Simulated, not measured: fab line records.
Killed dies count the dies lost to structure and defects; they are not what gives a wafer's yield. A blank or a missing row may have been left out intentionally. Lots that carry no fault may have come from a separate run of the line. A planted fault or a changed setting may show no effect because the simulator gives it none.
fab line records + flow sky130
record:
- lots: 13
- wafers: 39
- last_day: 50
route steps=708 shown LI_CONTACT@365 LOCAL_INTERCONNECT@388 CONTACT@424 METAL1@438 PAD_OPEN@708
lots that met no fault: taken from a fault-free run of the same line
start_h: the number of hours between the record's first day and the start of the first shown wafer of the lot + wait_h: hours since the lot's step before + " unchanged from the row above + L1.1+2: a row that stands for several wafers + - value missing, or start not given + * or withheld: withheld + < > ~ a bound
route shown NAME@n: names a module that has steps shown in the file, with the first one's number in the route + usual: average and standard deviation across the fault-free wafers + same: alike in all rows + chamber/n: place in a boat + sites: readings site by site + _std_site: the values' standard deviation + _edge_site: mean of outer sites minus mean of inner sites + radius_mm: how far each site lies from the wafer's centre + mask NAME#n: copy n + behind: the tool/chamber that last shaped the wafer + hold: the reason the lot was held/the length of the hold in hours/how it ended + device: which transistor (n, p or np) failed to switch + end of line: the tests these same wafers got at the end of their route + for a step that has no rows: nothing shown but its recipe + killed: the dies lost at the first sort to structure and to defects; this is not the yield of the wafer + map: dies across one wafer; x = killed, . = not, _ = none there
set.NAME: setting as actually run; set.NAME@STEP: the setting as run at that earlier step + model.NAME: the simulator's own value behind a step, which no gauge read
one table for each step of the route and one row for each wafer, over a sample of lots
services: the hour from which a tool's chamber was out of use, counted from the record's first day as start_h (under 0 if before that day), plus the number of hours and why
== steps ==
step: SKY_LI_CONTACT_BOW_MEAS_03
recipe:
- mode: bow
usual:
- LI_CONTACT_BOW: 55/6.6
| lot.wafer | tool          | chamber | start_h | wait_h | LI_CONTACT_BOW[um] |
|-----------|---------------|---------|---------|--------|--------------------|
| L738.2    | film_metro-04 | -       | 643.93  | 0.2    | 47                 |
| L738.4    | "             | -       | "       | "      | 43                 |
| L738.5    | "             | -       | "       | "      | 45                 |
| L739.1    | film_metro-04 | -       | 660.34  | 0.1    | 50                 |
| L739.4    | "             | -       | "       | "      | 57                 |
| L739.6    | "             | -       | "       | "      | 61                 |
| L740.3    | film_metro-03 | -       | 669.47  | 0.1    | 55                 |
| L740.4    | "             | -       | "       | "      | 62                 |
| L740.5    | "             | -       | "       | "      | 46                 |
| L741.1    | film_metro-04 | -       | 679.54  | 0.2    | 54                 |
| L741.4    | "             | -       | "       | "      | 48                 |
| L741.5    | "             | -       | "       | "      | 49                 |
| L742.4    | film_metro-01 | -       | 694.25  | 0.3    | 56                 |
| L742.5    | "             | -       | "       | "      | 60                 |
| L742.6    | "             | -       | "       | "      | 55                 |
| L743.2    | film_metro-03 | -       | 702.70  | 0.1    | 55                 |
| L743.4    | "             | -       | "       | "      | 66                 |
| L743.6    | "             | -       | "       | "      | 59                 |
| L744.1    | film_metro-04 | -       | 711.51  | 0.1    | 54                 |
| L744.5    | "             | -       | "       | "      | 46                 |
| L744.6    | "             | -       | "       | "      | 73                 |
| L753.3    | film_metro-04 | -       | 773.48  | 0.1    | 49                 |
| L753.5    | "             | -       | "       | "      | 50                 |
| L753.6    | "             | -       | "       | "      | 38                 |
| L756.1    | film_metro-01 | -       | 796.54  | 0.2    | 54                 |
| L756.2    | "             | -       | "       | "      | 54                 |
| L756.3    | "             | -       | "       | "      | 57                 |
| L758.1    | film_metro-01 | -       | 808.69  | 0.1    | 54                 |
| L758.4    | "             | -       | "       | "      | 39                 |
| L758.6    | "             | -       | "       | "      | 44                 |
| L759.2    | film_metro-03 | -       | 817.71  | 0.2    | 56                 |
| L759.3    | "             | -       | "       | "      | 55                 |
| L759.6    | "             | -       | "       | "      | 64                 |
| L760.1    | film_metro-04 | -       | 821.79  | 0.1    | 46                 |
| L760.2    | "             | -       | "       | "      | 49                 |
| L760.3    | "             | -       | "       | "      | 61                 |
| L761.4    | film_metro-04 | -       | 827.77  | 0.3    | 50                 |
| L761.5    | "             | -       | "       | "      | 55                 |
| L761.6    | "             | -       | "       | "      | 42                 |
step: SKY_LOCAL_INTERCONNECT_RS_MEAS_01
recipe:
- thk_meas_gauge: four-point-probe
- reads: TiN_of_LOCAL_INTERCONNECT_SPUTTER_00
usual:
- LOCAL_INTERCONNECT_TIN_RS: 14.15/0.15
| lot.wafer | tool          | chamber | start_h | wait_h | LOCAL_INTERCONNECT_TIN_RS[ohm/sq] |
|-----------|---------------|---------|---------|--------|-----------------------------------|
| L738.2    | film_metro-03 | -       | 674.28  | 0.1    | 14.11                             |
| L738.4    | "             | -       | "       | "      | 14.05                             |
| L738.5    | "             | -       | "       | "      | 14.10                             |
| L739.1    | film_metro-04 | -       | 690.67  | 0.0    | 13.83                             |
| L739.4    | "             | -       | "       | "      | 13.90                             |
| L739.6    | "             | -       | "       | "      | 14.13                             |
| L740.3    | film_metro-02 | -       | 698.77  | 0.1    | 14.45                             |
| L740.4    | "             | -       | "       | "      | 14.40                             |
| L740.5    | "             | -       | "       | "      | 14.25                             |
| L741.1    | film_metro-02 | -       | 708.54  | 0.0    | 14.15                             |
| L741.4    | "             | -       | "       | "      | 14.35                             |
| L741.5    | "             | -       | "       | "      | 14.17                             |
| L742.4    | film_metro-04 | -       | 723.62  | 0.1    | 13.85                             |
| L742.5    | "             | -       | "       | "      | 13.86                             |
| L742.6    | "             | -       | "       | "      | 13.84                             |
| L743.2    | film_metro-03 | -       | 732.45  | 0.1    | 14.25                             |
| L743.4    | "             | -       | "       | "      | 14.09                             |
| L743.6    | "             | -       | "       | "      | 14.31                             |
| L744.1    | film_metro-03 | -       | 740.81  | 0.0    | 14.20                             |
| L744.5    | "             | -       | "       | "      | 14.35                             |
| L744.6    | "             | -       | "       | "      | 14.37                             |
| L753.3    | film_metro-02 | -       | 800.67  | 0.1    | 14.16                             |
| L753.5    | "             | -       | "       | "      | 14.13                             |
| L753.6    | "             | -       | "       | "      | 14.24                             |
| L756.1    | film_metro-02 | -       | 824.39  | 0.0    | 14.19                             |
| L756.2    | "             | -       | "       | "      | 13.89                             |
| L756.3    | "             | -       | "       | "      | 14.00                             |
| L758.1    | film_metro-03 | -       | 836.86  | 0.0    | 14.07                             |
| L758.4    | "             | -       | "       | "      | 14.26                             |
| L758.6    | "             | -       | "       | "      | 14.50                             |
| L759.2    | film_metro-02 | -       | 845.90  | 0.1    | 14.11                             |
| L759.3    | "             | -       | "       | "      | 14.12                             |
| L759.6    | "             | -       | "       | "      | 14.03                             |
| L760.1    | film_metro-03 | -       | 849.23  | 0.0    | 13.80                             |
| L760.2    | "             | -       | "       | "      | 14.03                             |
| L760.3    | "             | -       | "       | "      | 13.82                             |
| L761.4    | film_metro-04 | -       | 855.23  | 0.1    | 14.01                             |
| L761.5    | "             | -       | "       | "      | 14.31                             |
| L761.6    | "             | -       | "       | "      | 14.19                             |
step: SKY_CONTACT_ETCH_18
recipe:
- target: Si3N4
- chemistry: CHF3/O2
- stop_on: TiN
- source_w: 600
- bias_w: 200
- pressure_mtorr: 40
- chf3_flow_sccm: 50
- O2_flow_sccm: 5
- time_s: 39
- target_depth_a: 750
usual:
- drypump_motor_current_A: 5.8/0.5
- oes_product_au: 0.854/0.0078
- rf_fwd_power_W: 594.2/2.3
- throttle_valve_pct: 8.793/0.0091
| lot.wafer | tool        | chamber | start_h | wait_h | drypump_motor_current_A | oes_product_au | rf_fwd_power_W | rf_hours_counter_h | throttle_valve_pct |
|-----------|-------------|---------|---------|--------|-------------------------|----------------|----------------|--------------------|--------------------|
| L738.2    | rie_diel-03 | 0       | 732     | -      | 5.9                     | 0.852          | 594.4          | 13                 | 8.779              |
| L738.4    | "           | 1       | "       | "      | 4.9                     | 0.848          | 588.7          | 20                 | 8.793              |
| L738.5    | "           | 0       | "       | "      | 5.9                     | 0.842          | 594.3          | -                  | 8.777              |
| L739.1    | rie_diel-03 | 2       | 748     | -      | 6.6                     | 0.853          | 594.2          | 7                  | 8.795              |
| L739.4    | "           | 0       | "       | "      | 5.8                     | 0.861          | 595.0          | 13                 | 8.802              |
| L739.6    | "           | 0       | "       | "      | 5.9                     | 0.869          | 597.4          | -                  | 8.791              |
| L740.3    | rie_diel-04 | 1       | 755     | -      | 6.6                     | 0.863          | 593.8          | 4                  | 8.800              |
| L740.4    | "           | 0       | "       | "      | 6.3                     | 0.868          | 591.0          | 29                 | 8.783              |
| L740.5    | "           | 3       | "       | "      | 5.2                     | 0.852          | 594.2          | -                  | 8.807              |
| L741.1    | rie_diel-03 | 1       | 765     | -      | 4.9                     | 0.851          | 594.0          | 21                 | 8.796              |
| L741.4    | "           | 2       | "       | "      | 6.6                     | 0.847          | 590.8          | 7                  | 8.800              |
| L741.5    | "           | 2       | "       | "      | 6.6                     | 0.858          | 592.5          | -                  | 8.802              |
| L742.4    | rie_diel-02 | 0       | 779     | -      | 5.9                     | 0.848          | 596.8          | 5                  | 8.797              |
| L742.5    | "           | 0       | "       | "      | 5.9                     | 0.855          | 597.2          | -                  | 8.773              |
| L742.6    | "           | 3       | "       | "      | 6.0                     | 0.860          | 594.4          | -                  | 8.798              |
| L743.2    | rie_diel-04 | 3       | 787     | -      | 5.2                     | 0.851          | 593.4          | 4                  | 8.806              |
| L743.4    | "           | 2       | "       | "      | 5.8                     | 0.849          | 596.2          | 4                  | 8.788              |
| L743.6    | "           | 0       | "       | "      | 6.3                     | 0.856          | 596.9          | -                  | 8.779              |
| L744.1    | rie_diel-04 | 1       | 796     | -      | 6.6                     | 0.853          | 592.7          | 5                  | 8.781              |
| L744.5    | "           | 3       | "       | "      | 5.2                     | 0.878          | 596.4          | -                  | 8.794              |
| L744.6    | "           | 2       | "       | "      | 5.8                     | 0.859          | 593.5          | -                  | 8.799              |
| L753.3    | rie_diel-02 | 0       | 855     | -      | 5.9                     | 0.863          | 689.3          | 8                  | 8.802              |
| L753.5    | "           | 0       | "       | "      | 5.9                     | 0.847          | 687.9          | -                  | 8.799              |
| L753.6    | "           | 1       | "       | "      | 5.6                     | 0.842          | 595.7          | -                  | 8.800              |
| L756.1    | rie_diel-02 | 2       | 878     | -      | 5.4                     | 0.849          | 597.2          | 21                 | 8.798              |
| L756.2    | "           | 0       | "       | "      | 5.9                     | 0.859          | 692.9          | 9                  | 8.787              |
| L756.3    | "           | 3       | "       | "      | 6.0                     | 0.865          | 596.4          | 11                 | 8.794              |
| L758.1    | rie_diel-03 | 1       | 889     | -      | 4.9                     | 0.855          | 587.6          | 24                 | 8.804              |
| L758.4    | "           | 3       | "       | "      | 6.1                     | 0.868          | 595.2          | 3                  | 8.812              |
| L758.6    | "           | 1       | "       | "      | 4.9                     | 0.860          | 589.3          | -                  | 8.791              |
| L759.2    | rie_diel-03 | 2       | 899     | -      | 6.6                     | 0.854          | 592.9          | 12                 | 8.792              |
| L759.3    | "           | 3       | "       | "      | 6.2                     | 0.852          | 594.7          | 3                  | 8.804              |
| L759.6    | "           | 3       | "       | "      | 6.2                     | 0.855          | 592.0          | -                  | 8.796              |
| L760.1    | rie_diel-03 | 1       | 902     | -      | 5.0                     | 0.853          | 588.3          | 25                 | 8.795              |
| L760.2    | "           | 2       | "       | "      | 6.6                     | 0.849          | 590.1          | 12                 | 8.806              |
| L760.3    | "           | 0       | "       | "      | 5.9                     | 0.845          | 593.0          | 18                 | 8.787              |
| L761.4    | rie_diel-04 | 1       | 908     | -      | 6.6                     | 0.856          | 595.6          | 9                  | 8.802              |
| L761.5    | "           | 3       | "       | "      | 5.2                     | 0.859          | 596.2          | -                  | 8.794              |
| L761.6    | "           | 0       | "       | "      | 6.4                     | 0.866          | 596.1          | -                  | 8.801              |
step: SKY_METAL1_SPUTTER_04
recipe:
- material: TiN
- target_thk_nm: 70
- power_w: 6500
- time_s: 58.3
- chamber_pressure_pa: 0.4
usual:
- throttle_valve_pct: 29.5/1.1
| lot.wafer | tool           | chamber | start_h | wait_h | throttle_valve_pct |
|-----------|----------------|---------|---------|--------|--------------------|
| L738.2    | pvd_sputter-02 | -       | 733.92  | 0.0    | 29.9               |
| L738.4    | "              | -       | "       | "      | 28.9               |
| L738.5    | "              | -       | "       | "      | 29.0               |
| L739.1    | pvd_sputter-01 | -       | 749.73  | 0.0    | 30.3               |
| L739.4    | "              | -       | "       | "      | 28.1               |
| L739.6    | "              | -       | "       | "      | 30.4               |
| L740.3    | pvd_sputter-01 | -       | 756.50  | 0.0    | 30.5               |
| L740.4    | "              | -       | "       | "      | 28.3               |
| L740.5    | "              | -       | "       | "      | 29.1               |
| L741.1    | pvd_sputter-03 | -       | 766.41  | 0.0    | 28.7               |
| L741.4    | "              | -       | "       | "      | 32.0               |
| L741.5    | "              | -       | "       | "      | 28.6               |
| L742.4    | pvd_sputter-01 | -       | 781.88  | 0.0    | 29.0               |
| L742.5    | "              | -       | "       | "      | 28.8               |
| L742.6    | "              | -       | "       | "      | 28.2               |
| L743.2    | pvd_sputter-03 | -       | 789.68  | 0.0    | 29.1               |
| L743.4    | "              | -       | "       | "      | 29.0               |
| L743.6    | "              | -       | "       | "      | 28.6               |
| L744.1    | pvd_sputter-03 | -       | 798.02  | 0.0    | 29.3               |
| L744.5    | "              | -       | "       | "      | 28.9               |
| L744.6    | "              | -       | "       | "      | 31.8               |
| L753.3    | pvd_sputter-03 | -       | 856.57  | 0.0    | 28.9               |
| L753.5    | "              | -       | "       | "      | 29.4               |
| L753.6    | "              | -       | "       | "      | 28.8               |
| L756.1    | pvd_sputter-01 | -       | 880.67  | 0.0    | 30.2               |
| L756.2    | "              | -       | "       | "      | 30.4               |
| L756.3    | "              | -       | "       | "      | 28.1               |
| L758.1    | pvd_sputter-02 | -       | 891.38  | 0.0    | 29.7               |
| L758.4    | "              | -       | "       | "      | 30.1               |
| L758.6    | "              | -       | "       | "      | 29.0               |
| L759.2    | pvd_sputter-03 | -       | 901.22  | 0.0    | 28.5               |
| L759.3    | "              | -       | "       | "      | 32.0               |
| L759.6    | "              | -       | "       | "      | 28.8               |
| L760.1    | pvd_sputter-03 | -       | 903.68  | 0.0    | 31.9               |
| L760.2    | "              | -       | "       | "      | 28.4               |
| L760.3    | "              | -       | "       | "      | 28.8               |
| L761.4    | pvd_sputter-03 | -       | 910.11  | 0.0    | 32.0               |
| L761.5    | "              | -       | "       | "      | 29.0               |
| L761.6    | "              | -       | "       | "      | 28.5               |
step: SKY_PAD_OPEN_PROBE_99
usual:
- killed_at_M0_to_M3: 43/7.9
- killed_at_M4_up: 2.9/1.8
- killed_at_contacts: 24/5.5
- killed_at_front_end: 15/4.2
- killed_at_other: 0.2/0.46
- killed_dies: 86/11
- killed_open: 47/8.1
- killed_short: 39/6.4
same:
- gross_dies: 492
- killed_at_back_side: 0
| lot.wafer | tool      | chamber | start_h | wait_h | killed_at_M0_to_M3 | killed_at_M4_up | killed_at_contacts | killed_at_front_end | killed_at_other | killed_dies | killed_open | killed_short |
|-----------|-----------|---------|---------|--------|--------------------|-----------------|--------------------|---------------------|-----------------|-------------|-------------|--------------|
| L739.1    | prober-02 | -       | 1089.00 | 0.1    | 35                 | 6               | 39                 | 14                  | 0               | 94          | 42          | 52           |
| L739.4    | prober-02 | -       | 1089.15 | 0.2    | 28                 | 4               | 19                 | 15                  | 0               | 66          | 37          | 29           |
| L739.6    | prober-02 | -       | 1089.25 | 0.2    | 66                 | 0               | 22                 | 23                  | 1               | 112         | 78          | 34           |
| L743.2    | prober-02 | -       | 1118.31 | 0.1    | 39                 | 0               | 24                 | 11                  | 0               | 74          | 40          | 34           |
| L743.4    | prober-02 | -       | 1118.41 | 0.2    | 43                 | 0               | 26                 | 20                  | 1               | 90          | 49          | 41           |
| L743.6    | prober-02 | -       | 1118.51 | 0.2    | 47                 | 1               | 30                 | 24                  | 0               | 102         | 69          | 33           |
| L744.1    | prober-02 | -       | 1123.65 | 0.1    | 37                 | 2               | 25                 | 12                  | 0               | 76          | 33          | 43           |
| L744.5    | prober-02 | -       | 1123.85 | 0.2    | 50                 | 2               | 23                 | 11                  | 0               | 86          | 46          | 40           |
| L744.6    | prober-02 | -       | 1123.90 | 0.2    | 46                 | 2               | 34                 | 13                  | 2               | 97          | 52          | 45           |
| L756.1    | prober-01 | -       | 1182.61 | 0.1    | 44                 | 5               | 26                 | 14                  | 1               | 90          | 48          | 42           |
| L756.2    | prober-01 | -       | 1182.66 | 0.1    | 37                 | 3               | 24                 | 12                  | 0               | 76          | 39          | 37           |
| L756.3    | prober-01 | -       | 1182.71 | 0.2    | 48                 | 4               | 24                 | 7                   | 0               | 83          | 40          | 43           |
| L760.1    | prober-01 | -       | 1196.88 | 0.1    | 44                 | 6               | 26                 | 19                  | 0               | 95          | 57          | 38           |
| L760.2    | prober-01 | -       | 1196.93 | 0.1    | 47                 | 2               | 23                 | 16                  | 0               | 88          | 45          | 43           |
| L760.3    | prober-01 | -       | 1196.98 | 0.2    | 47                 | 4               | 21                 | 18                  | 0               | 90          | 48          | 42           |
killed by level:class
L739.1 CONTACT:geometric_particle:open=13 LI_CONTACT:geometric_particle:open=9 CONTACT:geometric_particle:short=8 METAL2:geometric_particle:short=7 VIA1:geometric_particle:open=7 LOCAL_INTERCONNECT:geometric_particle:short=6 VIA1:geometric_particle:short=6 METAL4:geometric_particle:short=5
L739.4 VIA1:geometric_particle:open=7 CONTACT:geometric_particle:open=6 FIELD_ISO:geometric_particle:short=5 POLY_GATE:geometric_particle:open=5 LI_CONTACT:geometric_particle:open=5 VIA2:geometric_particle:open=5 VIA2:geometric_particle:short=3 LOCAL_INTERCONNECT:geometric_particle:short=3
L739.6 VIA1:geometric_particle:open=21 VIA2:geometric_particle:open=15 LI_CONTACT:geometric_particle:open=9 CONTACT:geometric_particle:open=7 VIA1:geometric_particle:short=6 METAL2:geometric_particle:short=6 FIELD_ISO:geometric_particle:open=5 METAL1:geometric_particle:short=5
L743.2 VIA1:geometric_particle:open=8 LI_CONTACT:geometric_particle:open=7 CONTACT:geometric_particle:open=6 VIA3:geometric_particle:open=6 LOCAL_INTERCONNECT:geometric_particle:short=5 METAL1:geometric_particle:short=5 VIA1:geometric_particle:short=4 METAL2:geometric_particle:short=4
L743.4 VIA1:geometric_particle:open=10 CONTACT:geometric_particle:open=8 LI_CONTACT:geometric_particle:open=8 METAL2:geometric_particle:short=8 POLY_GATE:geometric_particle:open=6 FIELD_ISO:geometric_particle:open=5 VIA1:geometric_particle:short=5 CONTACT:geometric_particle:short=5
L743.6 CONTACT:geometric_particle:open=15 VIA1:geometric_particle:open=12 POLY_GATE:geometric_particle:open=11 VIA1:geometric_particle:short=6 LI_CONTACT:geometric_particle:open=6 VIA2:geometric_particle:open=6 VIA3:geometric_particle:open=5 FIELD_ISO:geometric_particle:open=4
L744.1 METAL2:geometric_particle:short=8 CONTACT:geometric_particle:open=7 CONTACT:geometric_particle:short=7 VIA2:geometric_particle:open=7 LI_CONTACT:geometric_particle:open=6 FIELD_ISO:geometric_particle:short=5 POLY_GATE:geometric_particle:short=5 VIA3:geometric_particle:open=5
L744.5 VIA1:geometric_particle:open=12 CONTACT:geometric_particle:open=9 METAL1:geometric_particle:short=9 VIA3:geometric_particle:open=7 VIA2:geometric_particle:open=6 VIA3:geometric_particle:short=5 FIELD_ISO:geometric_particle:short=4 LI_CONTACT:geometric_particle:open=4
L744.6 CONTACT:geometric_particle:open=10 VIA1:geometric_particle:open=10 LI_CONTACT:geometric_particle:open=7 LOCAL_INTERCONNECT:geometric_particle:short=7 VIA3:geometric_particle:open=7 VIA2:geometric_particle:open=5 POLY_GATE:geometric_particle:short=5 VIA1:geometric_particle:short=5
L756.1 LI_CONTACT:geometric_particle:open=10 METAL1:geometric_particle:short=7 VIA1:geometric_particle:open=7 CONTACT:geometric_particle:open=6 VIA1:geometric_particle:short=6 VIA3:geometric_particle:open=5 VIA2:geometric_particle:short=5 FIELD_ISO:geometric_particle:open=4
L756.2 CONTACT:geometric_particle:open=8 VIA1:geometric_particle:open=8 METAL2:geometric_particle:short=8 LI_CONTACT:geometric_particle:open=5 LOCAL_INTERCONNECT:geometric_particle:short=5 METAL1:geometric_particle:short=5 VIA2:geometric_particle:open=5 FIELD_ISO:geometric_particle:open=4
L756.3 VIA1:geometric_particle:open=13 LI_CONTACT:geometric_particle:open=6 CONTACT:geometric_particle:short=6 VIA2:geometric_particle:open=6 CONTACT:geometric_particle:open=5 METAL3:geometric_particle:short=5 METAL2:geometric_particle:short=5 VIA2:geometric_particle:short=5
L760.1 VIA1:geometric_particle:open=11 LI_CONTACT:geometric_particle:open=9 CONTACT:geometric_particle:open=9 VIA1:geometric_particle:short=6 METAL2:geometric_particle:short=6 VIA2:geometric_particle:open=6 CONTACT:geometric_particle:short=5 POLY_GATE:geometric_particle:short=5
L760.2 VIA1:geometric_particle:open=12 CONTACT:geometric_particle:open=8 VIA1:geometric_particle:short=7 LI_CONTACT:geometric_particle:open=5 METAL2:geometric_particle:short=5 FIELD_ISO:geometric_particle:short=4 VIA2:geometric_particle:open=4 POLY_GATE:geometric_particle:short=4
L760.3 CONTACT:geometric_particle:open=11 VIA2:geometric_particle:open=8 VIA3:geometric_particle:open=8 FIELD_ISO:geometric_particle:short=7 FIELD_ISO:geometric_particle:open=6 VIA1:geometric_particle:short=6 VIA2:geometric_particle:short=6 VIA1:geometric_particle:open=6
== services ==
| tool           | chamber | start_h | hours | kind           |
|----------------|---------|---------|-------|----------------|
| rie_diel-03    | 2       | 710.08  | 2.6   | repair         |
| rie_diel-03    | 0       | 713.64  | 5.4   | repair         |
| rie_diel-02    | 1       | 714.38  | 1.7   | repair         |
| rie_diel-02    | 1       | 734.95  | 9.5   | repair         |
| rie_diel-04    | 2       | 736.31  | 8.8   | repair         |
| rie_diel-03    | 1       | 739.69  | 4.9   | repair         |
| pvd_sputter-01 | -       | 747.25  | 1.6   | repair         |
| pvd_sputter-02 | -       | 747.59  | 4.1   | repair         |
| rie_diel-03    | 3       | 770.37  | -     | clean          |
| rie_diel-03    | 3       | 770.37  | 21.4  | scheduled_down |
| rie_diel-03    | 3       | 770.37  | 21.4  | vent_cycle     |
| rie_diel-04    | 0       | 793.97  | 5.3   | repair         |
| rie_diel-04    | -       | 834.47  | 0.9   | repair         |
| pvd_sputter-01 | -       | 836.52  | 16.7  | repair         |
| rie_diel-04    | 0       | 837.83  | -     | clean          |
| rie_diel-04    | 0       | 837.83  | 16.4  | scheduled_down |
| rie_diel-04    | 0       | 837.83  | 16.4  | vent_cycle     |
| pvd_sputter-02 | -       | 860.26  | 2.4   | repair         |
| rie_diel-02    | 1       | 868.69  | 4.5   | repair         |
| rie_diel-04    | -       | 890.11  | 0.7   | repair         |
| rie_diel-02    | -       | 892.52  | 16.9  | repair         |
== key ==
first_sign:
- step: SKY_CONTACT_ETCH_18
- reading: rf_fwd_power_W
- direction: up
- sigmas: 42
- usual: 594.2
- struck: 690.1
effect none on later readings
met_at SKY_CONTACT_ETCH_18
struck_lots L753,L756
struck_wafers L753.3,L753.5,L756.2
tester_left_out L753,L756
not_acting_at SKY_LI_CONTACT_BOW_MEAS_03,SKY_LOCAL_INTERCONNECT_RS_MEAS_01,SKY_METAL1_SPUTTER_04
onset_between 779 855
fault:
- kind: process_parameter_drift
- tool: rie_diel-02
- chamber: 0
- onset_h: 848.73
- steps: SKY_CONTACT_ETCH_18
- channel: source_w
- offset: 96
- shape: step
- end_h: 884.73
- acts_in: these_recipes_only
- stated: 600
tester_left_out: of these lots the tester's yield and bins aren't shown, on N5 and GAA mostly nor the transistor test; their killed dies are dies lost to structure and defects alone, not to doping, threshold or leakage, so they don't give the yield
